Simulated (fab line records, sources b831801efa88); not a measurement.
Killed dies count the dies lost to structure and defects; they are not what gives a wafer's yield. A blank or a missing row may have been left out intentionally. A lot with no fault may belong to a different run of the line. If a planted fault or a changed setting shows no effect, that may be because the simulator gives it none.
One fault seen from 2 desks    flow gf180mcu    numbers are kept per desk, each desk with only its own; the story behind them comes last

== THE METROLOGY DESK ==
Lot by lot, what the gauges showed, no matter which tool ran the lot: averages of those sampled wafers that carry a number. If a lot's mean is further than 4 standard deviations from the usual mean, the lot is out of limits and carries the mark OUT (the distance appears in the brackets).
Columns: A = HV_LDD_TW at GF_HV_LDD_TW_MEAS_11, usual 2445; B = HV_LDD_02_OVL at GF_HV_LDD_OVL_MEAS_32, usual -0.3 nm; C = HV_LDD_03_OVL at GF_HV_LDD_OVL_MEAS_47, usual 0.6 nm
lot   first seen here  A     B     C
L736  day 10 16:10     2456  -0.1  2.3
L737  day 11 02:45     2448  1.4   0.1
L740  day 12 02:58     2427  -0.3  1.6
L742  day 12 14:25     2440  -0.6  2.0
L743  day 12 21:32     2445  0.1   -0.6
L744  day 13 05:34     2465  -0.6  0.6
L745  day 13 10:49     2443  -0.8  -0.6
L749  day 14 18:36     2455  -0.9  212.0 (+99 or more) OUT
L750  day 15 00:56     2463  -1.8  214.4 (+99 or more) OUT
L753  day 16 01:31     2456  -1.6  213.6 (+99 or more) OUT
L755  day 16 17:06     2443  -1.5  215.5 (+99 or more) OUT
L756  day 16 23:01     2461  -1.5  0.8
L757  day 17 07:45     2453  -0.9  2.9
This desk's finding: out of limits on L749, L750, L753, L755; first on L749, day 17 15:01 (HV_LDD_03_OVL at GF_HV_LDD_OVL_MEAS_47). L736, L737, L740, L742, L743, L744, L745, L756, L757 stayed within limits.

== TOOL OWNER'S DESK, iline stepper-01 ==
The tool's own readings at GF_HV_LDD_EXPOSE_43 (exposes mask Pplus HV AREA, target cd 400 nm): means of the sampled wafers that have a number, for each lot that ran on this tool. If a lot's mean is further than 4 standard deviations from the usual mean, the lot is out of limits and carries the mark OUT (the distance appears in the brackets).
Columns: A = exposure dose mJ cm2 at GF_HV_LDD_EXPOSE_43, usual 140.00; B = stage vel mm s at GF_HV_LDD_EXPOSE_43, usual 499.93 mm/s
lot   first seen here  A       B
L736  day 12 17:18     140.07  499.52
L737  day 13 04:17     140.00  499.81
L743  day 15 02:44     140.08  499.60
L749  day 17 02:34     140.12  499.97
L750  day 17 09:34     139.82  499.80
L753  day 18 12:20     139.98  499.97
L755  day 19 04:35     140.11  500.21
Result from this desk: across the 7 lots, nothing is out of limits.

== BROUGHT TOGETHER ==
On L749, L750, L753, L755, the metrology desk was in a position to raise an alarm at day 17 15:01.
Nothing out of limits was seen by the tool owner's desk.
The tool owner's desk has L749, L750, L753, L755 on record, within its limits.
On iline stepper-01, each named lot ran GF_HV_LDD_EXPOSE_43.

== WHAT THE SIMULATOR PUT IN ==
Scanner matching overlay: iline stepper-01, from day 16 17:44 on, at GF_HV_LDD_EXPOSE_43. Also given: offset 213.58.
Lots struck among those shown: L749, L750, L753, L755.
Delay in hours, fault start to first out-of-limits reading, per desk: metrology desk 21.
